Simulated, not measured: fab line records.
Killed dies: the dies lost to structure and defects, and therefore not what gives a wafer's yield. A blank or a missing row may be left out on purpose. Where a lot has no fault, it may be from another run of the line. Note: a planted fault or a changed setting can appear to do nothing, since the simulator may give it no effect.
What tool caused it? || flow gf180mcu || 7 lots, 21 wafers sampled, at 2 steps of a route of 602

## WHAT THE GAUGES SHOWED, per wafer
GF_DUAL_GATE_THK_MEAS_03.
{"lot": "L983", "measured": "day 8 05:03", "on": "film metro-01", "DUAL_GATE_OXIDATION_00_THK (nm)": "11.09 11.19 11.02"}
{"lot": "L985", "measured": "day 8 20:36", "on": "film metro-02", "DUAL_GATE_OXIDATION_00_THK (nm)": "10.97 10.87 11.00"}
{"lot": "L987", "measured": "day 9 07:59", "on": "film metro-04", "DUAL_GATE_OXIDATION_00_THK (nm)": "10.85 11.03 11.17"}
{"lot": "L101", "measured": "day 13 06:25", "on": "film metro-04", "DUAL_GATE_OXIDATION_00_THK (nm)": "10.73 10.95 10.70"}
{"lot": "L103", "measured": "day 13 21:13", "on": "film metro-02", "DUAL_GATE_OXIDATION_00_THK (nm)": "11.20 11.21 11.03"}

## TOOL THAT RAN EACH LOT (tool first, then ch and the chambers of the sampled wafers, then the start)
{"lot": "L983", "GF_VT_IMPLANT_DEVELOP_06": "litho track-04 ch 0, day 6 02:50"}
{"lot": "L985", "GF_VT_IMPLANT_DEVELOP_06": "litho track-03 ch 0, day 6 16:32"}
{"lot": "L987", "GF_VT_IMPLANT_DEVELOP_06": "litho track-04 ch 0, day 7 03:04"}
{"lot": "L997", "GF_VT_IMPLANT_DEVELOP_06": "litho track-04, day 9 18:19"}
{"lot": "L999", "GF_VT_IMPLANT_DEVELOP_06": "litho track-01, day 10 04:39"}
{"lot": "L101", "GF_VT_IMPLANT_DEVELOP_06": "litho track-03 ch 0, day 10 16:55"}
{"lot": "L103", "GF_VT_IMPLANT_DEVELOP_06": "litho track-03 ch 0, day 11 07:31"}
- GF_VT_IMPLANT_DEVELOP_06: develop time 60 s.

## THE ANSWER, worked out from the rows above alone
Rule: what is usual is taken from the lots themselves. Put in order of their means at a reading, lots are off if they are a third of the lots or fewer, leave a main group of 4 or more, and stand apart from it by a gap of 3 or more times the standard deviation of the main group's means; of several such gaps the widest counts. A main group whose means are all the same, to the digits that the tables above print for the reading, isn't used. A lot without any number at a reading at which 4 lots or more have one is off too. All remaining lots with rows at the step are treated as sound.
Nothing can be told from this: no lot is off at any reading shown.

## WHAT THE SIMULATOR HAD INSERTED
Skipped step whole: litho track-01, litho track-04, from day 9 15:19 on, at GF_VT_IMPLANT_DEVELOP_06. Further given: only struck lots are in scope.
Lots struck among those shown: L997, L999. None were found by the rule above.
